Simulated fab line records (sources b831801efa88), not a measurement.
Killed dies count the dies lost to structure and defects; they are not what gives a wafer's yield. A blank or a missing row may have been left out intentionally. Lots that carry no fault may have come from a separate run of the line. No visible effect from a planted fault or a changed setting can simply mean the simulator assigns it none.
Check of tool commonality	flow gf180mcu	36 wafers sampled across 12 lots

== REASON IT WAS OPENED ==
At GF_LVPWELL_OVL_MEAS_07 the reading LVPWELL_OVL is flagged on 2 of 12 lots. Wafers without a fault read 0.1 nm, standard deviation 1.4.
Rule: flag the lot when none of its wafers has a number, or when each of its wafers that has one lies beyond 4 standard deviations from that mean. The other lots count as sound.

lot	measured	on	LVPWELL_OVL (nm), wafer by wafer	flag
L484	day 3 20:25	overlay-02	0.4 -2.4 -1.6	
L485	day 4 00:55	overlay-02	2.7 1.2 1.9	
L486	day 4 09:02	overlay-01	1.6 1.4 2.2	
L487	day 4 22:03	overlay-02	0.2 0.8 -0.7	
L488	day 4 23:30	overlay-01	-0.8 0.5 -0.6	
L494	day 6 06:11	overlay-01	-169.2 -169.8 -168.2	FLAGGED
L496	day 6 16:46	overlay-01	-167.7 -167.8 -168.6	FLAGGED
L502	day 8 02:41	overlay-02	-0.5 0.0 0.7	
L503	day 8 10:27	overlay-02	-1.6 0.4 -0.6	
L504	day 8 14:01	overlay-01	-0.7 -2.3 -2.6	
L505	day 8 18:09	overlay-02	0.4 1.6 0.2	
L507	day 9 06:22	overlay-02	4.6 0.5 0.7	
Flagged lots average -168.6 nm: -168.7 nm relative to the usual, that is -99 or more standard deviations.

== WHICH TOOL RAN EACH LOT ==
The record holds 1 process step before the reading, out of a route of 602 steps. Every cell lists first the tool, next ch and the chambers used by the sampled wafers, and last the start.
lot	flag	GF_LVPWELL_EXPOSE_04
L484		iline_stepper-02 ch 0, day 3 14:01
L485		iline_stepper-01 ch 0, day 3 17:54
L486		iline_stepper-02 ch 0, day 4 02:20
L487		iline_stepper-02 ch 0, day 4 15:22
L488		iline_stepper-01 ch 0, day 4 16:44
L494	FLAGGED	iline_stepper-01 ch 0, day 5 23:16
L496	FLAGGED	iline_stepper-01 ch 0, day 6 09:26
L502		iline_stepper-02 ch 0, day 7 18:23
L503		iline_stepper-02 ch 0, day 8 02:29
L504		iline_stepper-02 ch 0, day 8 06:29
L505		iline_stepper-02 ch 0, day 8 10:07
L507		iline_stepper-02 ch 0, day 8 21:59
What the steps here do:
- GF_LVPWELL_EXPOSE_04: exposes mask LVPWELL, target cd 600 nm.
- GF_LVPWELL_OVL_MEAS_07

== FLAGGED AGAINST TOTAL, ONE TOOL AT A TIME (gauges that did the reading follow at the end) ==
step	tool	lots run	flagged	share of the flagged lots	sound lots run after its first flagged lot
GF_LVPWELL_EXPOSE_04	iline_stepper-01	4	2	all	0
GF_LVPWELL_EXPOSE_04	iline_stepper-02	8	0	none	-
GF_LVPWELL_OVL_MEAS_07	overlay-01	5	2	all	1 (L504)
GF_LVPWELL_OVL_MEAS_07	overlay-02	7	0	none	-

== WHAT THE TABLE PERMITS ==
Table rows that saw every flagged lot: 2, namely iline_stepper-01 at GF_LVPWELL_EXPOSE_04 and overlay-01 at GF_LVPWELL_OVL_MEAS_07.
- iline_stepper-01 at GF_LVPWELL_EXPOSE_04: 2 of its 4 lots flagged. It ran its last sound lot, L488, at day 4 16:44 and its first flagged lot, L494, at day 5 23:16: a fault with its onset between the two fits.
- overlay-01 at GF_LVPWELL_OVL_MEAS_07: 2 of its 5 lots flagged. Lots that were sound ran on it after the first flagged one (L504); a persistent fault on the entire tool would not allow that.
One tool is left: iline_stepper-01 at GF_LVPWELL_EXPOSE_04.

== WHAT THE SIMULATOR HAD INSERTED ==
Scanner matching overlay: iline_stepper-01, from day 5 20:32 on, at GF_LVPWELL_EXPOSE_04. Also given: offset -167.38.
Struck lots among those shown: L494, L496. The same result came from the rule above.
